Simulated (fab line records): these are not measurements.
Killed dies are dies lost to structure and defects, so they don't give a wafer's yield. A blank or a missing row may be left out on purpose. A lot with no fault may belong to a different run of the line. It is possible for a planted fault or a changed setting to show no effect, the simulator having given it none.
Chamber matching + flow sky130 + SKY_LI_CONTACT_ETCH_14 on rie_diel-01: 3 sister chambers
The step etches BARC in N2/H2, stops on SiO2, time 45.9 s, target depth 60 nm. 16 wafers are shown with their chamber, then 8 later ones without.

## WAFERS PAIRED WITH THEIR CHAMBERS
| wafer  | chamber | drypump_motor_current_A (A) | throttle_valve_pct (%) | oes_product_au (a.u.) |
|--------|---------|-----------------------------|------------------------|-----------------------|
| L089.1 | 1       | 5.5                         | 13.228                 | 0.861                 |
| L089.2 | 3       | 5.6                         | 13.229                 | 0.864                 |
| L089.3 | 0       | 5.5                         | 13.223                 | 0.864                 |
| L089.4 | 1       | 5.5                         | 13.225                 | 0.853                 |
| L089.5 | 3       | 5.6                         | 13.237                 | 0.858                 |
| L089.6 | 0       | 5.5                         | 13.221                 | 0.861                 |
| L090.1 | 0       | 5.6                         | 13.237                 | 0.861                 |
| L090.2 | 1       | 5.5                         | 13.241                 | 0.866                 |
| L090.3 | 3       | 5.6                         | 13.202                 | 0.863                 |
| L090.4 | 3       | 5.5                         | 13.224                 | 0.850                 |
| L090.5 | 1       | 5.5                         | 13.216                 | 0.850                 |
| L090.6 | 0       | 5.5                         | 13.230                 | 0.859                 |
| L091.1 | 0       | 5.5                         | 13.235                 | 0.857                 |
| L091.2 | 3       | 5.6                         | 13.235                 | 0.859                 |
| L091.3 | 1       | 5.5                         | 13.225                 | 0.868                 |
| L091.4 | 3       | 5.5                         | 13.214                 | 0.861                 |

SIGNATURES (means of the wafers above)
| reading                 | chamber 0 | chamber 1 | chamber 3 | scatter within a chamber |
|-------------------------|-----------|-----------|-----------|--------------------------|
| drypump_motor_current_A | 5.520     | 5.500     | 5.567     | 0.0405                   |
| throttle_valve_pct      | 13.22920  | 13.22700  | 13.22350  | 0.0105                   |
| oes_product_au          | 0.86040   | 0.85960   | 0.85917   | 0.00557                  |
Rule: distance of a wafer from a chamber = root of the sum over the readings of ((wafer's reading minus chamber's mean) / reading's scatter) squared. If the next closest chamber is less than 2 further off than the closest, the wafer can't be placed; otherwise it belongs to the closest. How the scatter is found: for the shown wafers, subtract from each reading the mean of its chamber, square and add these, divide the total by (wafers less chambers), then take the root.

## WAFERS MISSING THEIR CHAMBER
| wafer  | drypump_motor_current_A (A) | throttle_valve_pct (%) | oes_product_au (a.u.) |
|--------|-----------------------------|------------------------|-----------------------|
| L091.5 | 5.5                         | 13.221                 | 0.862                 |
| L091.6 | 5.5                         | 13.212                 | 0.856                 |
| L092.1 | 5.6                         | 13.230                 | 0.857                 |
| L092.2 | 5.5                         | 13.222                 | 0.852                 |
| L092.3 | 5.6                         | 13.215                 | 0.864                 |
| L092.4 | 5.6                         | 13.231                 | 0.853                 |
| L092.5 | 5.6                         | 13.226                 | 0.859                 |
| L092.6 | 5.5                         | 13.201                 | 0.861                 |

## WHICH CHAMBER EACH WENT THROUGH
| wafer  | from the rows above          | in truth |
|--------|------------------------------|----------|
| L091.5 | can't be placed: 1 or 0 or 3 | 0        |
| L091.6 | can't be placed: 1 or 0 or 3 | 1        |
| L092.1 | can't be placed: 3 or 0 or 1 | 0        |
| L092.2 | can't be placed: 1 or 0 or 3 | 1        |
| L092.3 | can't be placed: 3 or 0 or 1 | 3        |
| L092.4 | can't be placed: 3 or 0 or 1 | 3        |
| L092.5 | can't be placed: 3 or 0 or 1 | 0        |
| L092.6 | can't be placed: 1 or 3 or 0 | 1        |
Correct placement for 0 of the 8. From these rows, 8 cannot be placed; in 8 the true chamber is one of the candidates. Wrongly placed: 0.
